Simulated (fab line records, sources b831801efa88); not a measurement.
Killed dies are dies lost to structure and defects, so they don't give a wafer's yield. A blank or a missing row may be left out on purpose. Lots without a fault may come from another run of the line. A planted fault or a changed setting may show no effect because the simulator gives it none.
Problem report in the 8D (eight disciplines) form, filled by code | flow sky130 | the parts of the form that need people (team, actions taken, sign-off) are left out

1. THE PROBLEM
LOCAL_INTERCONNECT_TIN_RS at SKY_LOCAL_INTERCONNECT_RS_MEAS_01 reads a mean of 30.56 ohm/sq on 1 wafer of 1 lot; wafers without a fault read 14.07 ohm/sq with a standard deviation of 0.12. That is +99 or more standard deviations from the usual mean.
The step: measures by four-point-probe.
First seen on wafer L720.2, day 31 20:02, on film_metro-03. The record holds 30 wafers of 10 lots with a number at this step. Rule for "out", or "out of limits": more than 4 standard deviations from the usual mean. The other wafers with a number count as sound.

2. WHAT IT IS AND WHAT IT IS NOT
question                    | is                        | is not
which readings at this step | LOCAL_INTERCONNECT_TIN_RS | -
which lots                  | L720                      | L724, L726, L729, L730, L731, L732, L733, L734, L735
which wafers of those lots  | L720.2                    | L720.3, L720.6
read on which gauges        | film_metro-03             | film_metro-01, film_metro-02
when                        | from day 31 20:02         | up to then (2 sound wafers); but 27 sound wafers of L724, L726, L729, L730, L731, L732, L733, L734, L735 came after

3. SUSPECTS, AND WHAT RULES EACH OUT
Counting: a tool at a process step up to the reading stays a suspect if it ran every lot that is out. Sound lots after the first of them don't rule it out here, since some wafers of a struck lot are sound.
- the gauge at SKY_LOCAL_INTERCONNECT_RS_MEAS_01: ruled out. All the wafers that are out were read on film_metro-03, but those of them that SKY_LOCAL_INTERCONNECT_METAL_ETCH_14 has rows for are out there too, on other tools.
- pvd_sputter-03 at SKY_LOCAL_INTERCONNECT_SPUTTER_00 (material TiN, target thk 100 nm, time 83.3 s): kept. It ran the lot that is out, L720 (day 31 19:58).
Left after counting: pvd_sputter-03 at SKY_LOCAL_INTERCONNECT_SPUTTER_00.

4. THE CAUSE (what the simulator had put in)
Process parameter drift: pvd_sputter-03, from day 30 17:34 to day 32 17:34, at SKY_LOCAL_INTERCONNECT_SPUTTER_00. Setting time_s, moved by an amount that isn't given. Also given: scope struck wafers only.
Counting left only this tool.

5. THE CHAIN OF EFFECTS, in route order
Each row: a reading whose mean over the struck wafers that have a number lies more than 3 standard deviations from the usual. Only readings for which the record gives a usual standard deviation are gone through. hours: the time from each lot's start at the first step in this table that gives one to its start at this step, as a median over the lots. sigmas: the change in usual standard deviations.
hours | step                                 | reading                    | usual        | on struck wafers | change | sigmas
0     | SKY_LOCAL_INTERCONNECT_RS_MEAS_01    | LOCAL_INTERCONNECT_TIN_RS  | 14.07 ohm/sq | 30.56            | +16.49 | +99 or more
6     | SKY_LOCAL_INTERCONNECT_THK_MEAS_02   | LOCAL_INTERCONNECT_TIN_THK | 100.7 nm     | 48.8             | -51.9  | -47
28    | SKY_LOCAL_INTERCONNECT_METAL_ETCH_14 | oes_product_au             | 0.943 a.u.   | 0.652            | -0.291 | -49
28    | SKY_LOCAL_INTERCONNECT_METAL_ETCH_14 | throttle_valve_pct         | 21.899 %     | 22.078           | +0.179 | +19
The process steps in it:
- SKY_LOCAL_INTERCONNECT_METAL_ETCH_14: etches TiN in Cl2/BCl3, stops on PSG, target depth 110 nm, time 31.4 s.

6. WHAT WOULD HAVE CAUGHT IT SOONER
In this record the first reading out of limits at a measuring or inspecting step was taken at day 31 20:02, 26 hours after the fault began at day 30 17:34.
Of the tool readings at SKY_LOCAL_INTERCONNECT_SPUTTER_00 for which the record gives a usual standard deviation, none was out on any struck wafer, so an alarm limit of 4 standard deviations on them would not have fired.
All the lots that are out (1) had begun SKY_LOCAL_INTERCONNECT_SPUTTER_00 on pvd_sputter-03 by day 31 20:02. A hold on the tool at that time would have spared none of them.
